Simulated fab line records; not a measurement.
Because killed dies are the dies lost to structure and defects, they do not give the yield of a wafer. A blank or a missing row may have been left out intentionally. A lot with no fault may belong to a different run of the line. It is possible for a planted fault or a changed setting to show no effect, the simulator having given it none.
2 desks looking at one fault | flow sky130 | what lay behind the numbers comes last; until then each desk has only its own

## METROLOGY DESK
Means of the sampled wafers that have a number, per lot and without regard to the tool the lot ran on: this is what the gauges read. If a lot's mean is further than 4 standard deviations from the usual mean, the lot is out of limits and carries the mark OUT (the distance appears in the brackets).
Columns: A = CAPM_CVD_00_THK at SKY_CAPM_THK_MEAS_01, usual 15.5 nm; B = CAPM_TIN_THK at SKY_CAPM_THK_MEAS_04, usual 200 nm
lot  | first seen here | A    | B
L213 | day 36 13:56    | 15.5 | 203
L219 | day 38 16:09    | 16.2 | 201
L226 | day 40 14:01    | 15.4 | 198
L229 | day 41 17:57    | 15.7 | 199
L230 | day 41 18:09    | 15.2 | 201
L231 | day 41 20:58    | 15.7 | 204
L232 | day 42 06:49    | 15.7 | 199
L233 | day 42 10:56    | 15.8 | 202
L234 | day 42 23:01    | 15.3 | 204
L235 | day 43 11:16    | 15.3 | 196
L236 | day 43 17:30    | 15.0 | 200
This desk found nothing out of limits on any of the 11 lots.

## DESK OF THE TOOL OWNER: pecvd-01
The tool's own readings at SKY_CAPM_CVD_00 (deposits SiO2, target thk 15.5 nm): means of the sampled wafers that have a number, for each lot that ran on this tool. If a lot's mean is further than 4 standard deviations from the usual mean, the lot is out of limits and carries the mark OUT (the distance appears in the brackets).
Columns: A = heater power w at SKY_CAPM_CVD_00, usual 737 W
lot  | first seen here | A
L219 | day 38 16:07    | 647
L229 | day 41 17:55    | 776
L231 | day 41 20:56    | 848
L232 | day 42 06:46    | 766
L233 | day 42 10:55    | 748
This desk found nothing out of limits on any of the 5 lots.

## PUT TOGETHER
Metrology desk: nothing out of limits seen.
Nothing out of limits was seen by the tool owner's desk.

## WHAT THE SIMULATOR HAD PUT IN
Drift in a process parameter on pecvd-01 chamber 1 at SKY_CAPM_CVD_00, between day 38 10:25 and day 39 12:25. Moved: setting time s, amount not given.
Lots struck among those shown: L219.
